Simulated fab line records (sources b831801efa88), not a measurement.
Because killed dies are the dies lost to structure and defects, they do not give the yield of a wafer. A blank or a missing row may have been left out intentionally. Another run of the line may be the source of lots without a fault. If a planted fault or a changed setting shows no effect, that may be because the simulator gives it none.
8D (eight disciplines) problem report, filled in by code    flow sky130    the parts of the form that need people (team, actions taken, sign-off) are left out

== 1. THE ISSUE ==
VIA2_HDPCVD_THK at SKY_VIA2_THK_MEAS_01 reads a mean of 1550 nm on 2 wafers of 2 lots; wafers without a fault read 1174 nm with a standard deviation of 12. That puts it +31 standard deviations away from the usual mean.
The first sign was on wafer L901.4 at day 37 14:16, on filmMetro-03. At this step, 35 wafers from 12 lots have a number in the record. Rule for "out", or "out of limits": more than 4 standard deviations from the usual mean. All remaining wafers that have a number are taken as sound.

== 2. WHAT IT IS, AND WHAT IT ISN'T ==
question                     is                          is not
which readings at this step  VIA2_HDPCVD_THK             -
which lots                   L901, L902                  L893, L895, L897, L909, L910, L911, L912, L913, L914, L916
which wafers of those lots   L901.4, L902.4              L901.1, L901.3, L902.1
read on which gauges         filmMetro-03, filmMetro-04  filmMetro-01
when                         from day 37 14:16           up to then (11 sound wafers); but 22 sound wafers of L902, L909, L910, L911, L912, L913, L914, L916 came after

== 3. SUSPECTS, AND WHAT RULES EACH OUT ==
Counting: a tool at a process step up to the reading stays a suspect if it ran every lot that is out. Sound lots after the first of them don't rule it out here, since some wafers of a struck lot are sound.
- the gauge at SKY_VIA2_THK_MEAS_01 has been ruled out. The wafers that are out were read on 2 gauges (filmMetro-03, filmMetro-04).
- pvdSputter-02 at SKY_METAL2_SPUTTER_00 (material Ti, target thk 15 nm, time 10 s): kept. It processed each lot that is out (first: L901, day 36 10:47); up to then, its last sound lot is L897 (day 35 13:53).
- pvdSputter-02 at SKY_METAL2_SPUTTER_04 (material TiN, target thk 70 nm, time 58.3 s): kept. It processed each lot that is out (first: L901, day 36 10:52); up to then, its last sound lot is L897 (day 35 13:59).
- hdpcvd-01 at SKY_VIA2_HDPCVD_00 (deposits SiO2, target thk 1180 nm, time 196.7 s): kept. It processed each lot that is out (first: L901, day 37 14:08); up to then, its last sound lot is L897 (day 36 16:28).
The count leaves pvdSputter-02 at SKY_METAL2_SPUTTER_00, pvdSputter-02 at SKY_METAL2_SPUTTER_04, and hdpcvd-01 at SKY_VIA2_HDPCVD_00.

== 4. THE CAUSE (what the simulator had put in) ==
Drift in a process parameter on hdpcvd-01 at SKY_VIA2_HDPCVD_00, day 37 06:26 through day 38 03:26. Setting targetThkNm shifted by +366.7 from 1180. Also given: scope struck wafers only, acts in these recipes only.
Of the 3 suspects that counting leaves, this tool is one.

== 5. THE CHAIN OF EFFECTS, in route order ==
Rows list readings where the struck wafers' mean (over those with a number) sits beyond 3 standard deviations from the usual. Only readings whose record carries a usual standard deviation are examined. hours: median over the lots of the time between each lot's start at the first step of this table that gives one and its start at this step. sigmas: the change, counted in usual standard deviations.
hours  step                  reading          usual    on struck wafers  change  sigmas
0      SKY_VIA2_THK_MEAS_01  VIA2_HDPCVD_THK  1174 nm  1550              +376    +31

== 6. HOW IT WOULD HAVE BEEN CAUGHT EARLIER ==
In this record the first reading out of limits at a measuring or inspecting step was taken at day 37 14:16, 8 hours after the fault began at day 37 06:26.
Among the 2 lots that are out, L902 began SKY_VIA2_HDPCVD_00 on hdpcvd-01 after day 37 14:16. Holding the tool at that time would have saved it.
